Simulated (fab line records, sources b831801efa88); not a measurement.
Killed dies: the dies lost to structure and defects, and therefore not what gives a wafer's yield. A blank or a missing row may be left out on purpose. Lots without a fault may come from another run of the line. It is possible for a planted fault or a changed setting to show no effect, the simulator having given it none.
The tool behind it: which one? -- flow sky130 -- 18 wafers from 6 lots sampled at 2 of the route's 708 steps

WHAT EACH GAUGE READ, for each wafer
SKY_LI_CONTACT_THK_MEAS_01.
lot,measured,on,LI_CONTACT_HDPCVD_THK (nm)
L480,day 28 15:07,film_metro-01,947 961 946
L483,day 29 19:26,film_metro-01,940 948 931
L487,day 31 08:24,film_metro-03,1179 1192 1189
L494,day 34 06:28,film_metro-02,928 933 939
L497,day 34 08:54,film_metro-01,937 934 922
L501,day 35 12:39,film_metro-03,932 940 930

WHICH TOOL RAN EACH LOT (tool, then ch and the chambers of the sampled wafers, then the start)
lot,SKY_LI_CONTACT_HDPCVD_00
L480,"hdpcvd-01 ch 0,2, day 28 15:01"
L483,"hdpcvd-01 ch 0,1,2, day 29 19:20"
L487,"hdpcvd-01 ch 0,1,2, day 31 08:18"
L494,"hdpcvd-01 ch 0,1,2, day 34 06:22"
L497,"hdpcvd-02 ch 0,1,2, day 34 08:47"
L501,"hdpcvd-01 ch 0,1,2, day 35 12:33"
- SKY_LI_CONTACT_HDPCVD_00: deposits PSG, target thk 930 nm, time 155 s.

THE ANSWER, worked out from the rows above alone
Rule: the usual values come from the lots themselves. The widest of any qualifying gaps counts: lots, ordered by their means at a reading, are off when they make up no more than a third of the lots, leave a main group of 4 or more, and stand apart from it by 3 or more times the standard deviation of that group's means. A main group whose means are all the same, to the digits that the tables above print for the reading, isn't used. A lot without any number at a reading at which 4 lots or more have one is off too. All remaining lots with rows at the step are treated as sound.
Off: L487, at SKY_LI_CONTACT_THK_MEAS_01 (LI_CONTACT_HDPCVD_THK). The main group has a mean of 938 nm with a standard deviation of 7.3.
If a tool, at a process step before that reading, ran all the lots that are off and no sound lot after the first of them, it fits. Gauges at SKY_LI_CONTACT_THK_MEAS_01: tried the same way as those tools. Of those tried, none fits.

WHAT THE SIMULATOR HAD PUT IN
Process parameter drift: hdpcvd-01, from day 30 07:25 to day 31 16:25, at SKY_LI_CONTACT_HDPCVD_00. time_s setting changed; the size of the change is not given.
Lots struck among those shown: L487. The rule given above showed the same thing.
